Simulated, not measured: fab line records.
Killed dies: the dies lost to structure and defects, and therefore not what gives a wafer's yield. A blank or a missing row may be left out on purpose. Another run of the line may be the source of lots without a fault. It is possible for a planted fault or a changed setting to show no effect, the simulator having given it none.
What tool caused it? :: flow gf180mcu :: 7 lots, 21 wafers sampled, at 3 steps of a route of 602

## WHAT EACH GAUGE READ, for each wafer
GF_HV_LDD_RS_MEAS_53: measures by four-point-probe.
lot: L857
measured: day 12 14:50
on: film metro-02
HV_LDD_RS (ohm/sq): 418.8 419.2 418.5

lot: L863
measured: day 14 17:11
on: film metro-02
HV_LDD_RS (ohm/sq): 431.7 432.6 430.7

lot: L867
measured: day 16 04:00
on: film metro-03
HV_LDD_RS (ohm/sq): 417.5 417.6 416.7

lot: L872
measured: day 17 20:19
on: film metro-03
HV_LDD_RS (ohm/sq): 419.3 418.6 418.7

lot: L875
measured: day 18 19:37
on: film metro-04
HV_LDD_RS (ohm/sq): 418.5 418.1 418.2

lot: L877
measured: day 19 08:43
on: film metro-04
HV_LDD_RS (ohm/sq): 418.8 417.2 418.5

lot: L879
measured: day 20 03:35
on: film metro-02
HV_LDD_RS (ohm/sq): 418.8 418.1 418.2

## WHAT TOOL EACH LOT RAN ON (gives the tool, then ch and the chambers of the sampled wafers, and finally the start)
lot: L857
GF_HV_LDD_IMPLANT_09: implanter-02 ch 0, day 10 05:39
GF_HV_LDD_STRIP_22: plasma asher-04 ch 0,1, day 11 00:11

lot: L863
GF_HV_LDD_IMPLANT_09: implanter-02 ch 0, day 12 04:01
GF_HV_LDD_STRIP_22: plasma asher-02 ch 0,1, day 13 00:08

lot: L867
GF_HV_LDD_IMPLANT_09: implanter-04 ch 0, day 13 10:38
GF_HV_LDD_STRIP_22: plasma asher-04 ch 0,1, day 14 07:41

lot: L872
GF_HV_LDD_IMPLANT_09: implanter-03 ch 0, day 14 23:44
GF_HV_LDD_STRIP_22: plasma asher-01 ch 0,1, day 15 21:34

lot: L875
GF_HV_LDD_IMPLANT_09: implanter-03 ch 0, day 15 20:38
GF_HV_LDD_STRIP_22: plasma asher-04 ch 0,1, day 16 19:08

lot: L877
GF_HV_LDD_IMPLANT_09: implanter-04 ch 0, day 16 08:41
GF_HV_LDD_STRIP_22: plasma asher-04 ch 0,1, day 17 07:31

lot: L879
GF_HV_LDD_IMPLANT_09: implanter-04 ch 0, day 17 01:43
GF_HV_LDD_STRIP_22: plasma asher-02 ch 0,1, day 18 02:02
- GF_HV_LDD_IMPLANT_09
- GF_HV_LDD_STRIP_22: strips in O2/N2.

## THE ANSWER, worked out from the rows above alone
Rule: the usual values come from the lots themselves. The widest of any qualifying gaps counts: lots, ordered by their means at a reading, are off when they make up no more than a third of the lots, leave a main group of 4 or more, and stand apart from it by 3 or more times the standard deviation of that group's means. Not used: any main group whose means are identical at the precision the tables above print for the reading. Also off: a lot with no number at a reading for which 4 or more lots have one. Where the step has rows for the other lots, those lots are counted as sound.
Off: at GF_HV_LDD_RS_MEAS_53 (HV_LDD_RS), L863. Mean 418.3 ohm/sq and standard deviation 0.53 in the main group.
If a tool, at a process step before that reading, ran all the lots that are off and no sound lot after the first of them, it fits. Gauges at GF_HV_LDD_RS_MEAS_53: tried the same way as those tools. One fits: implanter-02 at GF_HV_LDD_IMPLANT_09. A fault onset in the window from L857 (day 10 05:39, its last sound lot) to L863 (day 12 04:01, its first lot off) fits.

## WHAT THE SIMULATOR PUT IN
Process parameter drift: implanter-02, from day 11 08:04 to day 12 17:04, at GF_HV_LDD_IMPLANT_09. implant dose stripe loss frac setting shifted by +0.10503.
Struck lots among those shown: L863. The rule above found the same.
